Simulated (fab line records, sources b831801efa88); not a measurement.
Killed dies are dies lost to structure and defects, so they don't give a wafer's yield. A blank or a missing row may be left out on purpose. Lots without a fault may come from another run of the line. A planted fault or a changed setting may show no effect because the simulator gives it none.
A struck lot beside a sound one | flow sky130 | 20 steps out of a route of 708
Sound: wafers L836.2, L836.3, L836.6. Struck: wafers L827.2, L827.3, L827.5. The cause comes at the end.
At each step with rows: each side's tool, then ch and its chambers, then its first start. Under that, the readings that differ: sound wafers | struck wafers | difference of the means | sigmas: that difference in standard deviations of wafers without a fault.
alike: readings whose means differ by less than 2 such deviations, and words and numbers that are the same on both sides. not compared: withheld readings, readings that some wafer has no value for, bounds like >300 that may hide the same value, and numbers for which the record gives no deviation and whose values overlap.
The two part at a step that has a row with sigmas, a row that says differs or no value, or rows on one side only. Numbers that don't overlap but have no deviation are shown without sigmas and don't part them. A reading that every wafer of one side lacks parts them only if that side has two wafers or more.

first, 8 steps without rows for these wafers: SKY_RES_XHIGH_DEHYDRATE_00 (time 60 s); SKY_RES_XHIGH_HMDS_01 (prime time 60 s); SKY_RES_XHIGH_COAT_02 (resist thk 1140 nm); SKY_RES_XHIGH_SOFTBAKE_03 (time 60 s); SKY_RES_XHIGH_EXPOSE_04 (exposes mask URPM, target cd 1270 nm); SKY_RES_XHIGH_PEB_05; SKY_RES_XHIGH_DEVELOP_06 (develop time 60 s); SKY_RES_XHIGH_IMPLANT_07.
SKY_RES_XHIGH_STRIP_08: strips in O2/N2.
  sound on plasma_asher-02 ch 0,1, day 34 20:23; struck on plasma_asher-03 ch 0,1, day 28 01:20
  alike: drypump_motor_current_A, oes_product_au, strip_time_to_endpoint_s
  not compared: rf_hours_counter_h
SKY_RES_XHIGH_TW_MEAS_09:
  sound on film_metro-04, day 34 20:30; struck on film_metro-02, day 28 01:26
  alike: RES_XHIGH_TW
then, 2 steps without rows for these wafers: SKY_SD_N_DEHYDRATE_00 (time 60 s); SKY_SD_N_HMDS_01 (prime time 60 s).
SKY_SD_N_COAT_02: resist thk 1140 nm.
  sound on litho_track-03 ch 0, day 35 08:04; struck on litho_track-02, day 28 14:40
  no value came back on the struck wafers for chill_plate_temp_C (C), dispense_pressure_kPa (kPa); on the sound wafers chill_plate_temp_C (C) reads 22.94 22.94 23.12
then, 4 steps without rows for these wafers: SKY_SD_N_SOFTBAKE_03 (time 60 s); SKY_SD_N_EXPOSE_04 (exposes mask NSDM, target cd 380 nm); SKY_SD_N_PEB_05; SKY_SD_N_DEVELOP_06 (develop time 60 s).
SKY_SD_N_CD_MEAS_07: target cd 380 nm.
  sound on cd_sem-01, day 35 21:12; struck on cd_sem-01, day 29 05:15
  reading    | sound             | struck | difference                    | sigmas
  cd_nm (nm) | 385.1 385.4 386.7 | - - -  | no value on the struck wafers |
SKY_SD_N_OVL_MEAS_08:
  sound on overlay-01, day 35 21:19; struck on overlay-02, day 29 05:22
  reading       | sound         | struck | difference                    | sigmas
  SD_N_OVL (nm) | 0.3 -0.6 -2.2 | - - -  | no value on the struck wafers |
-- the record jumps here: 18 days lie between the struck wafers' starts before and after (it left off in module SD_N and takes up again in module PAD_OPEN, whose first step shown is number 708 of the route) --
SKY_PAD_OPEN_PROBE_99:
  sound on prober-01, day 51 10:55; struck on prober-02, day 47 01:25
  reading             | sound    | struck      | difference | sigmas
  killed_at_front_end | 16 15 19 | 435 414 413 | +404       | +90
  killed_dies         | 83 79 73 | 492 492 492 | +414       | +42
  killed_on_rim       | 16 21 11 | 96 96 96    | +80        | +21
  alike: killed_at_M0_to_M3, killed_at_M4_up, killed_at_contacts, killed_open, killed_short

WHERE THEY PART
First at SKY_SD_N_COAT_02; last, within this record, at SKY_PAD_OPEN_PROBE_99.

WHY: what the simulator had put in
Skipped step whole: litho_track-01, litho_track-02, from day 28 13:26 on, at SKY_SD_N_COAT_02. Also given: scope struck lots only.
